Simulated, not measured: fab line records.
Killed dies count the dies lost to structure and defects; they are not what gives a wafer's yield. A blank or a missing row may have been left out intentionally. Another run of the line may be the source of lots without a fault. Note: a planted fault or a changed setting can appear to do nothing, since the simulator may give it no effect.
Matching of chambers + flow sky130 + SKY_POLY_GATE_ETCH_16 on rieDiel-03: 4 sister chambers
The step etches Si3N4 in CH3F/O2, stops on poly-Si, time 147.5 s, target depth 75 nm. 4 wafers are shown with their chamber, then 10 later ones without.

## EACH WAFER AND ITS CHAMBER
| wafer  | chamber | drypumpMotorCurrentA (A) |
|--------|---------|--------------------------|
| L084.5 | 1       | 6.3                      |
| L084.6 | 2       | 5.8                      |
| L088.1 | 3       | 6.5                      |
| L088.2 | 0       | 5.3                      |

## WAFERS MISSING THEIR CHAMBER
| wafer  | drypumpMotorCurrentA (A) |
|--------|--------------------------|
| L088.3 | 6.3                      |
| L090.1 | 6.5                      |
| L090.3 | 6.3                      |
| L090.6 | 5.2                      |
| L093.1 | 5.3                      |
| L093.2 | 5.8                      |
| L093.4 | 6.2                      |
| L094.1 | 6.3                      |
| L094.4 | 6.5                      |
| L094.5 | 6.5                      |

## WHICH CHAMBER EACH ONE RAN IN
| wafer  | from the rows above | in truth |
|--------|---------------------|----------|
| L088.3 | 1                   | 1        |
| L090.1 | 3                   | 3        |
| L090.3 | 1                   | 1        |
| L090.6 | 0                   | 0        |
| L093.1 | 0                   | 0        |
| L093.2 | 2                   | 2        |
| L093.4 | 1                   | 1        |
| L094.1 | 1                   | 1        |
| L094.4 | 3                   | 3        |
| L094.5 | 3                   | 3        |
Placed correctly: 10 of 10. From these rows, 0 cannot be placed. Number placed wrongly: 0.
How it was worked out, from the rows above alone: a wafer's distance from a chamber is the root of the sum, over the readings, of the square of ((its reading less the chamber's mean) divided by the reading's scatter). If the next closest chamber is less than 2 further off than the closest, the wafer can't be placed; otherwise it belongs to the closest. Each chamber's mean is taken over the wafers shown for it. The scatter: with one shown wafer a chamber, the root of the mean of the squares of how far each hidden wafer lies from its nearest shown one.
